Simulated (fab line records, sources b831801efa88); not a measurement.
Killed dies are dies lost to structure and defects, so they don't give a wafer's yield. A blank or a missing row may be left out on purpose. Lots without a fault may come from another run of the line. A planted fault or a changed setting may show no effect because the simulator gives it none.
fab line records | flow sky130
record lots=15 wafers=45 last_day=50
route steps=708 shown NWELL@78 VT_ADJUST_HVTR@140 LDD_HVP@285 LI_CONTACT@382
lots that met no fault: from a run of the same line without faults
start_h: hours from the record's first day to the start of the lot's first wafer shown | wait_h: hours since the lot's step before | " the same as in the row above | L1.1+2: a row that stands for several wafers | - no value, or no start given | * or withheld: withheld | < > ~ a bound
route shown NAME@n: a module of which the file shows steps, and the number in the route of the first | usual: mean/standard deviation of fault-free wafers | same: alike in all rows | chamber/n: place in a boat | sites: the reading at each site | _std_site: their standard deviation | _edge_site: outer sites' mean less inner sites' | radius_mm: how far each site lies from the wafer's centre | mask NAME#n: copy n | behind: the tool/chamber that last shaped the wafer | hold: why the lot was held/for how many hours/how that ended | device: the transistor (n, p or np) that didn't switch | end of line: the same wafers' tests at the end of the route | a step without rows: its recipe alone | killed: dies lost to structure and defects at the first sort, not the wafer's yield | map: a wafer's dies, x killed, . not, _ none there
set.NAME: the setting as run; set.NAME@STEP: as run at that earlier step | model.NAME: the simulator's own value behind a step, which no gauge read
steps of the route over a sample of lots; a table a step, a row a wafer
services: from which hour (start_h, from the record's first day; less than 0 if before it) a tool's chamber was out of use, for how many hours, and why
## steps
# step SKY_NWELL_STRIP_25
# recipe chemistry=O2/N2 power_w=1400 pressure_mtorr=1500 platen_temp_c=withheld o2_flow_sccm=3000 n2_flow_sccm=300 overash_fraction=0.5
# usual drypump_motor_current_A=5.97/0.25 oes_product_au=0.723/0.0047 strip_time_to_endpoint_s=36.92/0.1
# columns lot.wafer tool chamber start_h wait_h drypump_motor_current_A oes_product_au rf_hours_counter_h strip_time_to_endpoint_s
L187.1 plasma_asher-02 1 100.28 0.1 5.58 0.724 41 36.99
L187.3 " 0 " " 5.94 0.714 - 37.02
L187.5 " 1 " " 5.55 0.725 - 36.97
L188.1 plasma_asher-02 1 106.11 0.1 5.56 0.717 42 37.06
L188.3 " 1 " " 5.55 0.729 - 37.03
L188.5 " 1 " " 5.52 0.721 - 36.99
L190.1 plasma_asher-02 0 117.16 0.1 5.90 0.724 43 36.92
L190.3 " 0 " " 5.91 0.723 - 36.83
L190.6 " 1 " " 5.57 0.723 - 36.84
L191.2 plasma_asher-04 1 128.18 0.1 6.29 0.725 44 36.79
L191.3 " 1 " " 6.27 0.719 - 36.79
L191.4 " 0 " " 6.02 0.715 - 36.79
L198.1 plasma_asher-04 1 177.56 0.1 6.29 0.718 49 36.75
L198.4 " 1 " " 6.31 0.721 - 36.84
L198.6 " 0 " " 6.00 0.722 - 36.72
L197.3 plasma_asher-04 1 178.29 0.1 6.23 0.725 - 36.86
L197.5 " 1 " " 6.28 0.725 - 36.95
L197.6 " 0 " " 6.01 0.730 - 36.89
L199.1 plasma_asher-01 0 192.13 0.1 6.14 0.730 39 36.95
L199.2 " 1 " " 6.16 0.723 39 36.87
L199.6 " 1 " " 6.09 0.726 - 36.97
L200.2 plasma_asher-01 0 192.81 0.1 6.17 0.728 39 36.95
L200.3 " 0 " " 6.17 0.717 - 36.83
L200.5 " 0 " " 6.17 0.728 - 36.86
L201.2 plasma_asher-01 1 197.80 0.1 6.11 0.721 39 36.85
L201.4 " 0 " " 6.15 0.719 - 36.88
L201.6 " 1 " " 6.12 0.720 - 36.77
L202.2 plasma_asher-01 0 201.76 0.1 6.14 0.721 40 37.04
L202.5 " 0 " " 6.12 0.727 - 36.97
L202.6 " 1 " " 6.12 0.727 - 36.93
L204.1 plasma_asher-02 0 207.75 0.1 5.91 0.725 52 36.98
L204.3 " 0 " " 5.93 0.722 - 37.00
L204.4 " 1 " " 5.55 0.721 - 36.97
L206.3 plasma_asher-02 1 220.40 0.1 5.56 0.728 - 37.00
L206.4 " 0 " " 5.96 0.722 - 37.08
L206.5 " 1 " " 5.57 0.722 - 37.00
L208.1 plasma_asher-04 0 226.93 0.1 6.02 0.724 54 37.03
L208.2 " 1 " " 6.27 0.720 54 37.10
L208.4 " 0 " " 6.00 0.725 - 37.07
L209.1 plasma_asher-02 0 235.98 0.1 5.93 0.728 54 36.84
L209.2 " 1 " " 5.53 0.723 54 36.98
L209.3 " 0 " " 5.93 0.727 - 36.88
L210.1 plasma_asher-02 1 242.05 0.1 5.54 0.712 55 37.01
L210.2 " 0 " " 5.91 0.714 55 36.91
L210.5 " 0 " " 5.90 0.722 - 36.89
# step SKY_VT_ADJUST_HVTR_IMPLANT_09
# recipe species=B energy_kev=10 dose_cm2=2.1e+12 tilt_deg=withheld
# usual beam_energy_keV=9.9993/0.0027 beam_on_s=9.99/0.22
# columns lot.wafer tool chamber start_h wait_h beam_energy_keV beam_on_s
L187.1 implanter-01 0 195.67 0.0 9.9945 10.15
L187.3 " 0 " " 10.002 10.15
L187.5 " 0 " " 9.9975 9.89
L188.1 implanter-03 0 203.17 0.0 9.9937 10.12
L188.3 " 0 " " 9.9977 10.01
L188.5 " 0 " " 9.9954 10.01
L190.1 implanter-03 0 217.20 0.0 9.9966 9.78
L190.3 " 0 " " 9.9992 10.40
L190.6 " 0 " " 10.004 10.26
L191.2 implanter-04 0 230.25 0.0 9.9973 9.87
L191.3 " 0 " " 9.9991 9.59
L191.4 " 0 " " 9.9993 10.31
L198.1 implanter-01 0 291.80 0.0 9.9987 9.72
L198.4 " 0 " " 10.003 9.83
L198.6 " 0 " " 10.005 10.16
L197.3 implanter-01 0 294.72 0.1 10.000 9.95
L197.5 " 0 " " 10.002 10.19
L197.6 " 0 " " 10.001 10.48
L199.1 implanter-04 0 310.98 0.0 9.9960 10.26
L199.2 " 0 " " 9.9995 9.79
L199.6 " 0 " " 9.9989 9.67
L200.2 implanter-03 0 311.55 0.0 9.9978 9.61
L200.3 " 0 " " 10.002 9.83
L200.5 " 0 " " 9.9997 10.03
L201.2 implanter-03 0 318.05 0.0 9.9990 9.99
L201.4 " 0 " " 9.9957 9.79
L201.6 " 0 " " 9.9990 9.95
L202.2 implanter-04 - 323.15 0.0 - -
L202.5 " - " " - -
L202.6 " - " " - -
L204.1 implanter-01 - 327.52 0.0 - -
L204.3 " - " " - -
L204.4 " - " " - -
L206.3 implanter-03 - 344.78 0.1 - -
L206.4 " - " " - -
L206.5 " - " " - -
L208.1 implanter-01 0 355.30 0.0 10.005 10.03
L208.2 " 0 " " 10.003 9.95
L208.4 " 0 " " 10.004 9.86
L209.1 implanter-03 0 363.82 0.0 9.9945 10.12
L209.2 " 0 " " 10.004 10.12
L209.3 " 0 " " 9.9985 9.73
L210.1 implanter-01 0 373.65 0.0 9.9986 9.88
L210.2 " 0 " " 9.9958 10.10
L210.5 " 0 " " 9.9972 9.91
# step SKY_VT_ADJUST_HVTR_TW_MEAS_11
# usual VT_ADJUST_HVTR_TW=213/4.2
# columns lot.wafer tool chamber start_h wait_h VT_ADJUST_HVTR_TW
L187.1 film_metro-02 - 195.92 0.1 216
L187.3 " - " " 217
L187.5 " - " " 215
L188.1 film_metro-02 - 203.42 0.1 216
L188.3 " - " " 216
L188.5 " - " " 217
L190.1 film_metro-03 - 217.45 0.1 210
L190.3 " - " " 210
L190.6 " - " " 208
L191.2 film_metro-02 - 230.48 0.1 218
L191.3 " - " " 219
L191.4 " - " " 219
L198.1 film_metro-02 - 292.05 0.1 215
L198.4 " - " " 216
L198.6 " - " " 216
L197.3 film_metro-02 - 294.94 0.1 218
L197.5 " - " " 217
L197.6 " - " " 217
L199.1 film_metro-04 - 311.23 0.1 207
L199.2 " - " " 207
L199.6 " - " " 206
L200.2 film_metro-02 - 311.78 0.1 217
L200.3 " - " " 218
L200.5 " - " " 217
L201.2 film_metro-02 - 318.28 0.1 217
L201.4 " - " " 217
L201.6 " - " " 218
L202.2 film_metro-04 - 323.38 0.1 29
L202.5 " - " " 29
L202.6 " - " " 29
L204.1 film_metro-04 - 327.77 0.1 29
L204.3 " - " " 30
L204.4 " - " " 30
L206.3 film_metro-02 - 345.00 0.1 31
L206.4 " - " " 31
L206.5 " - " " 31
L208.1 film_metro-02 - 355.55 0.1 216
L208.2 " - " " 216
L208.4 " - " " 216
L209.1 film_metro-03 - 364.07 0.1 209
L209.2 " - " " 209
L209.3 " - " " 210
L210.1 film_metro-02 - 373.90 0.1 216
L210.2 " - " " 217
L210.5 " - " " 216
# step SKY_LDD_HVP_OVL_MEAS_07
# usual LDD_HVP_OVL=-1.5/1.6
# columns lot.wafer tool chamber start_h wait_h LDD_HVP_OVL[nm]
L187.1 overlay-01 - 482.65 0.1 -4.6
L187.3 " - " " -1.8
L187.5 " - " " -3.4
L188.1 overlay-02 - 487.06 0.1 0.5
L188.3 " - " " 0.2
L188.5 " - " " 0.1
L190.1 overlay-02 - 510.50 0.1 -2.0
L190.3 " - " " 0.6
L190.6 " - " " -2.2
L191.2 overlay-02 - 526.68 0.1 -2.0
L191.3 " - " " 0.1
L191.4 " - " " -1.6
L198.1 overlay-01 - 603.97 0.1 -2.7
L198.4 " - " " -1.9
L198.6 " - " " -1.5
L197.3 overlay-01 - 605.91 0.1 -0.6
L197.5 " - " " 0.7
L197.6 " - " " -0.7
L200.2 overlay-02 - 619.37 0.1 -1.7
L200.3 " - " " -0.1
L200.5 " - " " -0.8
L199.1 overlay-02 - 622.02 0.1 -1.8
L199.2 " - " " -1.8
L199.6 " - " " 0.9
L201.2 overlay-02 - 628.78 0.1 -1.8
L201.4 " - " " -0.2
L201.6 " - " " -1.7
L208.1 overlay-02 - 671.00 0.1 -1.2
L208.2 " - " " -4.5
L208.4 " - " " -3.4
L209.1 overlay-01 - 673.92 0.1 -3.3
L209.2 " - " " -1.4
L209.3 " - " " -2.6
L210.1 overlay-01 - 686.46 0.1 -2.6
L210.2 " - " " -2.1
L210.5 " - " " -1.8
# step SKY_LI_CONTACT_SPUTTER_20
# recipe material=TiN target_thk_nm=20 chamber_pressure_pa=5 power_w=4000 time_s=80
# usual throttle_valve_pct=29.3/0.95
# columns lot.wafer tool chamber start_h wait_h throttle_valve_pct
L187.1 pvd_sputter-03 - 666.33 0.0 28.1
L187.3 " - " " 28.4
L187.5 " - " " 28.4
L188.1 pvd_sputter-03 - 668.45 0.0 30.0
L188.3 " - " " 28.3
L188.5 " - " " 28.3
L190.1 pvd_sputter-04 - 691.47 0.0 29.8
L190.3 " - " " 28.1
L190.6 " - " " 29.5
L191.2 pvd_sputter-04 - 704.04 0.0 27.9
L191.3 " - " " 29.7
L191.4 " - " " 29.6
L198.1 pvd_sputter-04 - 775.15 0.0 30.1
L198.4 " - " " 29.6
L198.6 " - " " 27.9
L197.3 pvd_sputter-03 - 778.75 0.0 30.1
L197.5 " - " " 28.2
L197.6 " - " " 30.0
L200.2 pvd_sputter-04 - 790.82 0.0 30.0
L200.3 " - " " 29.7
L200.5 " - " " 29.7
L199.1 pvd_sputter-03 - 791.47 0.0 30.0
L199.2 " - " " 28.2
L199.6 " - " " 28.0
L201.2 pvd_sputter-04 - 797.75 0.0 28.0
L201.4 " - " " 29.9
L201.6 " - " " 29.6
L208.1 pvd_sputter-04 - 837.94 0.0 30.5
L208.2 " - " " 29.9
L208.4 " - " " 29.5
L209.1 pvd_sputter-04 - 839.24 0.0 29.6
L209.2 " - " " 28.0
L209.3 " - " " 29.8
L210.1 pvd_sputter-02 - 852.78 0.0 29.4
L210.2 " - " " 30.8
L210.5 " - " " 29.3
## services
# columns tool chamber start_h hours kind
implanter-01 - 100.63 1.4 repair
pvd_sputter-04 - 123.23 1.4 repair
pvd_sputter-04 - 194.07 0.7 repair
pvd_sputter-04 - 223.49 3.5 repair
pvd_sputter-04 - 237.54 0.7 repair
pvd_sputter-04 - 280.07 2.1 repair
plasma_asher-02 - 289.18 0.8 repair
plasma_asher-02 - 347.63 2.8 pm
plasma_asher-02 - 416.13 1.8 repair
plasma_asher-02 - 418.35 3.1 repair
plasma_asher-02 - 421.41 9.0 pm
plasma_asher-02 - 499.69 2.0 repair
pvd_sputter-04 - 522.71 0.9 repair
plasma_asher-02 - 560.78 0.3 repair
pvd_sputter-04 - 561.43 1.4 repair
pvd_sputter-04 - 562.78 5.2 repair
plasma_asher-02 - 586.21 9.7 repair
pvd_sputter-04 - 605.31 2.0 repair
plasma_asher-02 - 610.76 11.4 repair
pvd_sputter-04 - 624.25 29.6 repair
pvd_sputter-04 - 646.91 3.3 repair
plasma_asher-02 - 682.81 1.2 repair
pvd_sputter-04 - 693.36 4.0 repair
pvd_sputter-04 - 719.60 3.5 repair
## key
first_sign step=SKY_VT_ADJUST_HVTR_IMPLANT_09 reading=tool_record direction=missing
effect step=SKY_VT_ADJUST_HVTR_TW_MEAS_11 reading=VT_ADJUST_HVTR_TW direction=down sigmas=44 usual=213 struck=30
met_at SKY_VT_ADJUST_HVTR_IMPLANT_09
struck_lots L202,L204,L206
later_rows_left_out L202.2,L202.5,L202.6,L204.1,L204.3,L204.4,L206.3,L206.4,L206.5
sort_left_out L202.2,L202.5,L202.6,L204.1,L204.3,L204.4,L206.3,L206.4,L206.5
tester_left_out L202,L204,L206
not_acting_at SKY_NWELL_STRIP_25,SKY_LDD_HVP_OVL_MEAS_07,SKY_LI_CONTACT_SPUTTER_20
onset_between 318.05 323.15
fault kind=skipped_step_whole tool=implanter-01,implanter-03,implanter-04 chamber=- onset_h=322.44 steps=SKY_VT_ADJUST_HVTR_IMPLANT_09 scope=struck_lots_only
# tester_left_out: of these lots the tester's yield and bins aren't shown, on N5 and GAA mostly nor the transistor test; their killed dies are dies lost to structure and defects alone, not to doping, threshold or leakage, so they don't give the yield
# sort_left_out: the simulated sort isn't trusted on such a fault, so these wafers' sort isn't shown, and their yield isn't known
# later_rows_left_out: the simulator's readings of these wafers behind a module that went badly wrong aren't trusted and aren't shown, but for the sort
